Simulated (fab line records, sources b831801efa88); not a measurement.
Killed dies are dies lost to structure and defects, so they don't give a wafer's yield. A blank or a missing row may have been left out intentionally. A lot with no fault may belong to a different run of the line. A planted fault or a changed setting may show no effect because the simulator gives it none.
fab line records	flow sky130
[record] lots = 5	wafers = 15	lastDay = 50
route steps=708 shown POLY_GATE@217 PAD_OPEN@708
lots untouched by any fault: they come from a run of this same line in which no faults occurred
startH: hours from the record's first day to the start of the lot's first wafer shown	waitH: how many hours have passed since the lot's step before this one	" the same as in the row above	L1.1+2: a row that stands for several wafers	- either no value or no given start	* or withheld: withheld	< > ~ a bound
route shown NAME@n: NAME is a module with steps in the file, n the number in the route of the first one	usual: mean/standard deviation taken from wafers without a fault	same: alike in all rows	chamber/n: place in a boat	sites: per-site readings	_std_site: how widely they spread, as a standard deviation	_edge_site: the outer-site mean with the inner-site mean subtracted	radiusMm: for every site, how far away it sits from the centre of the wafer	mask NAME#n: copy n	behind: tool/chamber where the wafer was last shaped	hold: what put the lot on hold/how long, in hours/how the hold closed	device: which transistor (n, p or np) failed to switch	end of line: tests of these same wafers at the route's end	a step given without rows: its recipe and nothing more	killed: dies that structure and defects cost at the first sort, which is not the same as the wafer's yield	map: a wafer's dies, marking killed ones x, the rest . and places with no die _
set.NAME: the setting that was run; set.NAME@STEP: the one run at that earlier step	model.NAME: the simulator's own value behind a step, which no gauge read
a table for each step, a row for each wafer; lots at some steps of the route
services: a tool's chamber out of use, with start hour (startH, from the record's first day; less than 0 if before it), hours out, and reason
[[steps]]
[step SKY_POLY_GATE_CVD_03]
[recipe] material = Si3N4	precursor = DCS/NH3	targetThkNm = 75	tempC = 770	timeS = 1290	pressureMtorr = 250
[step SKY_POLY_GATE_THK_MEAS_04]
[recipe] reads = Si3N4_of_POLY_GATE_CVD_03
[usual] POLY_GATE_CVD_03_THK = 75.2/0.79
lot.wafer	tool	chamber	startH	waitH	POLY_GATE_CVD_03_THK[nm]
L827.1	filmMetro-04	-	345.88	0.0	73.6
L827.2	"	-	"	"	72.9
L827.3	"	-	"	"	73.6
L831.1	filmMetro-03	-	388.69	0.0	75.6
L831.4	"	-	"	"	75.0
L831.5	"	-	"	"	73.8
L840.1	filmMetro-02	-	462.34	0.0	75.7
L840.3	"	-	"	"	75.8
L840.6	"	-	"	"	75.1
L845.2	filmMetro-03	-	506.91	0.0	75.5
L845.3	"	-	"	"	75.9
L845.4	"	-	"	"	75.4
L846.4	filmMetro-02	-	512.32	0.0	74.8
L846.5	"	-	"	"	74.5
L846.6	"	-	"	"	75.2
[step SKY_POLY_GATE_DEHYDRATE_05]
[recipe] tempC = 200	timeS = 60
[step SKY_POLY_GATE_HMDS_06]
[recipe] primeTimeS = 60	primeTempC = 120
[step SKY_POLY_GATE_COAT_07]
[recipe] resist = BARC	tempC = withheld	timeS = withheld	spinRpm = 3000	resistThkNm = 110
[step SKY_POLY_GATE_COAT_08]
[recipe] resist = KrF-thick	spinRpm = 3000	resistThkNm = 450
[step SKY_POLY_GATE_SOFTBAKE_09]
[recipe] tempC = 100	timeS = 90	resist = KrF-thick
[step SKY_POLY_GATE_EXPOSE_10]
[recipe] maskId = P1M	na = 0.68	sourceShape = conventional	sigmaOuter = 0.6	targetCdNm = 150	doseMj = 28
[step SKY_POLY_GATE_PEB_11]
[recipe] pebTempC = withheld	pebTimeS = withheld	resist = KrF-thick
[step SKY_POLY_GATE_DEVELOP_12]
[recipe] developTimeS = 60	resist = KrF-thick	devTempC = 21
[step SKY_POLY_GATE_CD_MEAS_13]
[recipe] targetCdNm = 150
[usual] cdNm = 150.2/1.6
lot.wafer	tool	chamber	startH	waitH	cdNm
L827.1	cdSem-02	-	373.31	-	150.0
L827.2	"	-	"	"	148.7
L827.3	"	-	"	"	148.8
L831.1	cdSem-02	-	417.88	-	149.6
L831.4	"	-	"	"	150.7
L831.5	"	-	"	"	150.0
L840.1	cdSem-01	-	492.41	-	150.0
L840.3	"	-	"	"	150.6
L840.6	"	-	"	"	151.2
L845.2	cdSem-01	-	536.74	-	149.0
L845.3	"	-	"	"	148.9
L845.4	"	-	"	"	149.3
L846.4	cdSem-02	-	542.74	-	152.0
L846.5	"	-	"	"	153.5
L846.6	"	-	"	"	153.2
[step SKY_POLY_GATE_OVL_MEAS_14]
[usual] POLY_GATE_OVL = 5/6.5
lot.wafer	tool	chamber	startH	waitH	POLY_GATE_OVL[nm]
L827.1	overlay-02	-	373.43	0.1	-6
L827.2	"	-	"	"	4
L827.3	"	-	"	"	4
L831.1	overlay-01	-	418.00	0.1	17
L831.4	"	-	"	"	1
L831.5	"	-	"	"	2
L840.1	overlay-02	-	492.53	0.1	-9
L840.3	"	-	"	"	-2
L840.6	"	-	"	"	-5
L845.2	overlay-01	-	536.84	0.1	3
L845.3	"	-	"	"	5
L845.4	"	-	"	"	0
L846.4	overlay-01	-	542.82	0.1	4
L846.5	"	-	"	"	5
L846.6	"	-	"	"	1
[step SKY_POLY_GATE_ETCH_15]
[recipe] chemistry = N2/H2	target = BARC	ionEnergyEv = 200	sourceW = 500	biasW = 100	pressureMtorr = 30	n2FlowSccm = 100	h2FlowSccm = 200	stopOn = SiO2	timeS = 118.5	targetDepthA = 1100
[usual] drypumpMotorCurrentA = 5.9/0.43	oesProductAu = 0.716/0.0045	throttleValvePct = 13.212/0.0097
lot.wafer	tool	chamber	startH	waitH	drypumpMotorCurrentA	oesProductAu	rfHoursCounterH	throttleValvePct	model.KrF-thick_of_POLY_GATE_COAT_08.thkNm	model.POLY_GATE.cdNm
L827.1	rieDiel-02	1	373.47	0.0	5.7	0.718	88	13.215	344.2	149
L827.2	"	2	"	"	5.8	0.720	76	13.210	344.5	149.2
L827.3	"	3	"	"	5.7	0.718	56	13.219	342.5	145.1
L831.1	rieDiel-04	2	418.04	0.0	6.6	0.708	75	13.197	346.3	149
L831.4	"	1	"	"	6.2	0.708	41	13.230	342.3	152.2
L831.5	"	3	"	"	6.3	0.708	-	13.213	341.8	151.3
L840.1	rieDiel-04	1	492.57	0.0	6.2	0.717	42	13.197	361	158.1
L840.3	"	3	"	"	6.4	0.715	3	13.214	344.4	152.9
L840.6	"	2	"	"	6.6	0.720	-	13.214	350	149.5
L845.2	rieDiel-03	3	536.87	0.0	6.3	0.713	6	13.208	342.9	146.2
L845.3	"	1	"	"	5.6	0.720	26	13.236	342.6	151.1
L845.4	"	0	"	"	6.1	0.712	17	13.215	343.7	148.6
L846.4	rieDiel-02	1	542.84	0.0	5.7	0.718	0	13.198	345.2	150
L846.5	"	3	"	"	5.7	0.716	-	13.199	344.1	147.5
L846.6	"	0	"	"	5.2	0.715	-	13.193	344.9	153.7
[step SKY_POLY_GATE_ETCH_16]
[recipe] stopOn = poly-Si	chemistry = CH3F/O2	target = Si3N4	sourceW = 400	biasW = 80	pressureMtorr = 25	ch3fFlowSccm = 40	O2_flow_sccm = 30	timeS = 147.5	targetDepthA = 750
[usual] drypumpMotorCurrentA = 5.9/0.42	oesProductAu = 0.641/0.0054	throttleValvePct = 10.535/0.0089
lot.wafer	tool	chamber	startH	waitH	drypumpMotorCurrentA	oesProductAu	rfHoursCounterH	throttleValvePct	model.POLY_GATE.cdNm
L827.1	rieDiel-02	1	373.55	0.0	5.7	0.631	88	10.539	149.2
L827.2	"	2	"	"	5.8	0.633	76	10.544	148.9
L827.3	"	3	"	"	5.7	0.635	56	10.535	145.3
L831.1	rieDiel-04	2	418.12	0.0	6.5	0.646	75	10.543	148.9
L831.4	"	1	"	"	6.3	0.641	41	10.529	152.2
L831.5	"	3	"	"	6.3	0.638	-	10.524	151.3
L840.1	rieDiel-04	1	492.65	0.0	6.2	0.638	42	10.547	158.3
L840.3	"	3	"	"	6.3	0.643	3	10.541	153
L840.6	"	2	"	"	6.6	0.642	-	10.521	149.5
L845.2	rieDiel-03	3	536.95	0.0	6.2	0.643	6	10.531	146.6
L845.3	"	1	"	"	5.6	0.641	26	10.530	151.3
L845.4	"	0	"	"	6.0	0.645	17	10.517	148.4
L846.4	rieDiel-02	1	542.92	0.0	5.7	0.635	0	10.535	150.3
L846.5	"	3	"	"	5.7	0.640	-	10.522	147.8
L846.6	"	0	"	"	5.2	0.633	-	10.532	154.1
[step SKY_POLY_GATE_ETCH_17]
[recipe] targetDepthNm = 180	stopOn = SiO2	overEtchFrac = 0.56667	chemistry = HBr/Cl2	target = poly-Si	icpW = 400	biasW = 100	pressureMtorr = 10	HBr_flow_sccm = 150	Cl2_flow_sccm = 50	timeS = 70.5
[usual] drypumpMotorCurrentA = 5.6/0.41	oesProductAu = 0.985/0.0074	throttleValvePct = 33.683/0.0088
lot.wafer	tool	chamber	startH	waitH	drypumpMotorCurrentA	oesProductAu	rfHoursCounterH	throttleValvePct	model.KrF-thick_of_POLY_GATE_COAT_08.thkNm
L827.1	rieSi-02	1	373.65	0.0	5.2	0.984	4	33.683	142.6
L827.2	"	0	"	"	5.5	0.983	1	33.698	141.2
L827.3	"	2	"	"	5.6	0.977	17	33.682	137.3
L831.1	rieSi-01	0	418.22	0.0	5.2	0.983	2	33.685	143.9
L831.4	"	1	"	"	6.1	0.972	0	33.689	138.8
L831.5	"	3	"	"	6.3	0.988	-	33.671	134
L840.1	rieSi-02	2	492.75	0.0	5.6	0.995	18	33.692	155.7
L840.3	"	0	"	"	5.5	0.990	2	33.694	136.9
L840.6	"	2	"	"	5.6	0.989	-	33.702	149
L845.2	rieSi-01	1	537.05	0.0	6.1	0.985	1	33.690	141.7
L845.3	"	2	"	"	5.8	0.985	7	33.683	136.8
L845.4	"	3	"	"	6.3	0.990	3	33.678	139
L846.4	rieSi-02	2	543.02	0.0	5.5	0.990	18	33.692	141
L846.5	"	1	"	"	5.2	0.977	-	33.684	138.2
L846.6	"	0	"	"	5.5	0.986	-	33.695	142.2
[step SKY_POLY_GATE_STRIP_18]
[recipe] chemistry = O2/N2	powerW = 1400	pressureMtorr = 1500	platenTempC = withheld	o2FlowSccm = 3000	n2FlowSccm = 300	overashFraction = 0.5
[usual] drypumpMotorCurrentA = 5.5/0.41	o2FlowSccm = 3000/8.9	oesProductAu = 0.360/0.005	stripTimeToEndpointS = 3.16/0.052
[same] overashFraction = 0.5
lot.wafer	tool	chamber	startH	waitH	drypumpMotorCurrentA	o2FlowSccm	oesProductAu	rfHoursCounterH	stripTimeToEndpointS
L827.1	plasmaAsher-03	1	373.71	0.0	5.4	3016	0.362	55	3.21
L827.2	"	0	"	"	6.5	3001	0.358	55	3.19
L827.3	"	1	"	"	5.4	3007	0.358	-	3.13
L831.1	plasmaAsher-02	0	418.27	0.0	5.5	3001	0.364	73	3.22
L831.4	"	0	"	"	5.5	2984	0.352	-	3.15
L831.5	"	0	"	"	5.5	2998	0.360	-	3.09
L840.1	plasmaAsher-02	0	492.81	0.0	5.5	2984	0.373	6	3.34
L840.3	"	0	"	"	5.5	3005	0.358	-	3.13
L840.6	"	0	"	"	5.5	3003	0.366	-	3.26
L845.2	plasmaAsher-04	0	537.11	0.0	5.3	2994	0.359	85	3.18
L845.3	"	0	"	"	5.3	3003	0.354	-	3.12
L845.4	"	1	"	"	5.3	2997	0.365	-	3.17
L846.4	plasmaAsher-02	1	543.11	0.1	5.4	3011	0.362	-	3.19
L846.5	"	0	"	"	5.5	2987	0.358	-	3.15
L846.6	"	1	"	"	5.4	2998	0.372	-	3.20
[step SKY_POLY_GATE_CLEAN_19]
[recipe] chemistry = SC1/SC2	mix = 1:4:20	tempC = 70	timeS = 150	dry = n2Spin
[step SKY_PAD_OPEN_PROBE_99]
[usual] killed_at_M0_to_M3 = 42/6.1	killed_at_M4_up = 3.4/2	killedAtContacts = 23/4.8	killedAtFrontEnd = 15/3.8	killedAtOther = 0.3/0.48	killedDies = 84/8.5	killedOpen = 46/6.8	killedShort = 38/6.2
[same] grossDies = 492	killedAtBackSide = 0
lot.wafer	tool	chamber	startH	waitH	killed_at_M0_to_M3	killed_at_M4_up	killedAtContacts	killedAtFrontEnd	killedAtOther	killedDies	killedOpen	killedShort
L831.1	prober-02	-	1112.04	0.1	40	6	26	21	0	93	50	42
L831.4	prober-02	-	1112.19	0.2	37	1	23	18	0	79	45	33
L831.5	prober-02	-	1112.24	0.2	31	3	24	18	1	77	38	39
L840.3	prober-01	-	1161.17	0.2	34	0	23	11	0	68	38	30
L840.6	prober-01	-	1161.32	0.2	44	6	20	9	0	79	40	39
L845.2	prober-01	-	1183.69	0.1	43	4	31	14	0	92	56	36
L845.3	prober-01	-	1183.74	0.2	35	2	30	12	0	79	39	40
L845.4	prober-01	-	1183.79	0.2	40	10	20	12	0	82	41	41
L846.4	prober-02	-	1188.64	0.2	48	3	18	14	0	83	40	43
L846.5	prober-02	-	1188.69	0.2	38	4	22	18	0	82	38	44
L846.6	prober-02	-	1188.74	0.2	53	1	22	16	2	94	51	43
// killed by level:class
L831.1 VIA1:geometricParticle:open=10 CONTACT:geometricParticle:open=9 VIA1:geometricParticle:short=7 POLY_GATE:geometricParticle:short=7 LI_CONTACT:geometricParticle:open=7 POLY_GATE:geometricParticle:open=5 VIA2:geometricParticle:short=5 CONTACT:geometricParticle:short=4
L831.4 METAL1:geometricParticle:short=9 FIELD_ISO:geometricParticle:open=8 CONTACT:geometricParticle:open=8 VIA3:geometricParticle:open=6 LOCAL_INTERCONNECT:geometricParticle:short=5 VIA2:geometricParticle:open=5 VIA1:geometricParticle:open=5 LI_CONTACT:geometricParticle:open=4
L831.5 CONTACT:geometricParticle:short=9 CONTACT:geometricParticle:open=9 VIA3:geometricParticle:open=7 FIELD_ISO:geometricParticle:open=4 LI_CONTACT:geometricParticle:open=4 VIA3:geometricParticle:short=4 VIA1:geometricParticle:open=4 FIELD_ISO:geometricParticle:short=3
L840.3 CONTACT:geometricParticle:open=8 VIA3:geometricParticle:open=7 CONTACT:geometricParticle:short=6 METAL1:geometricParticle:short=6 VIA1:geometricParticle:open=6 METAL2:geometricParticle:short=5 LI_CONTACT:geometricParticle:open=5 FIELD_ISO:geometricParticle:open=3
L840.6 VIA1:geometricParticle:open=10 VIA3:geometricParticle:open=7 LI_CONTACT:geometricParticle:open=6 CONTACT:geometricParticle:short=6 METAL1:geometricParticle:short=6 METAL4:geometricParticle:short=6 VIA1:geometricParticle:short=5 LI_CONTACT:geometricParticle:short=4
L845.2 VIA1:geometricParticle:open=18 CONTACT:geometricParticle:open=12 LI_CONTACT:geometricParticle:open=7 VIA3:geometricParticle:open=6 LI_CONTACT:geometricParticle:short=5 METAL1:geometricParticle:short=5 POLY_GATE:geometricParticle:short=4 CONTACT:geometricParticle:short=4
L845.3 CONTACT:geometricParticle:open=8 VIA3:geometricParticle:open=8 LI_CONTACT:geometricParticle:open=6 LOCAL_INTERCONNECT:geometricParticle:short=6 CONTACT:geometricParticle:short=6 VIA1:geometricParticle:short=5 VIA2:geometricParticle:open=5 LI_CONTACT:geometricParticle:short=4
L845.4 METAL2:geometricParticle:short=11 LI_CONTACT:geometricParticle:open=9 VIA1:geometricParticle:open=9 VIA2:geometricParticle:open=8 METAL4:geometricParticle:short=6 METAL1:geometricParticle:short=5 LI_CONTACT:geometricParticle:short=4 CONTACT:geometricParticle:open=4
L846.4 METAL1:geometricParticle:short=10 CONTACT:geometricParticle:open=8 VIA2:geometricParticle:open=7 VIA3:geometricParticle:open=6 VIA1:geometricParticle:open=6 FIELD_ISO:geometricParticle:open=5 VIA1:geometricParticle:short=5 FIELD_ISO:geometricParticle:short=4
L846.5 VIA1:geometricParticle:open=10 FIELD_ISO:geometricParticle:short=7 VIA2:geometricParticle:open=7 LOCAL_INTERCONNECT:geometricParticle:short=7 CONTACT:geometricParticle:open=7 CONTACT:geometricParticle:short=5 POLY_GATE:geometricParticle:short=4 METAL2:geometricParticle:short=4
L846.6 METAL1:geometricParticle:short=11 CONTACT:geometricParticle:open=9 VIA2:geometricParticle:open=7 VIA1:geometricParticle:open=7 METAL2:geometricParticle:short=6 FIELD_ISO:geometricParticle:open=6 LI_CONTACT:geometricParticle:open=6 VIA3:geometricParticle:open=5
[[services]]
tool	chamber	startH	hours	kind
rieDiel-04	3	349.60	-	clean
rieDiel-04	3	349.60	18.0	scheduledDown
rieDiel-04	3	349.60	18.0	ventCycle
rieDiel-04	1	351.54	10.9	repair
rieSi-02	-	352.68	0.1	repair
rieDiel-02	0	356.09	5.9	repair
rieDiel-02	-	375.59	2.8	pm
plasmaAsher-03	-	376.58	2.9	repair
rieSi-02	-	417.24	2.2	repair
plasmaAsher-02	-	421.25	9.0	pm
plasmaAsher-02	0	421.25	9.0	ventCycle
plasmaAsher-02	1	421.25	9.0	ventCycle
rieDiel-04	0	428.19	9.3	repair
plasmaAsher-02	0	430.25	-	clean
plasmaAsher-02	1	430.25	-	clean
rieDiel-02	-	448.07	0.9	repair
rieDiel-02	-	452.63	0.9	repair
rieSi-02	3	464.78	5.9	repair
rieDiel-03	-	476.01	0.7	repair
rieDiel-04	1	476.51	5.4	repair
rieDiel-02	1	502.85	-	clean
rieDiel-02	1	502.85	20.3	scheduledDown
rieDiel-02	1	502.85	20.3	ventCycle
rieDiel-03	3	532.96	3.1	repair
[[key]]
[firstSign] step = SKY_POLY_GATE_STRIP_18	reading = stripTimeToEndpointS	direction = up	sigmas = 3.3	usual = *	struck = *
effect none on later readings
[modelEffect] step = SKY_POLY_GATE_ETCH_15	value = KrF-thick_of_POLY_GATE_COAT_08.thkNm	without = 343.7	struck = 361
[modelEffect] step = SKY_POLY_GATE_ETCH_16	value = POLY_GATE.cdNm	without = 154.2	struck = 158.3
[modelEffect] step = SKY_POLY_GATE_ETCH_17	value = KrF-thick_of_POLY_GATE_COAT_08.thkNm	without = 138.4	struck = 155.7
metAt SKY_POLY_GATE_ETCH_15
struckWafers L840.1
testerLeftOut L840
onsetBetween 418.04 492.57
[fault] kind = processParameterDrift	tool = rieDiel-04	chamber = -	onsetH = 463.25	steps = SKY_POLY_GATE_ETCH_15	channel = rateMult	offset = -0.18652	shape = step	endH = 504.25	scope = struckWafersOnly
// testerLeftOut: of these lots the tester's yield and bins aren't shown, on N5 and GAA mostly nor the transistor test; their killed dies are dies lost to structure and defects alone, not to doping, threshold or leakage, so they don't give the yield
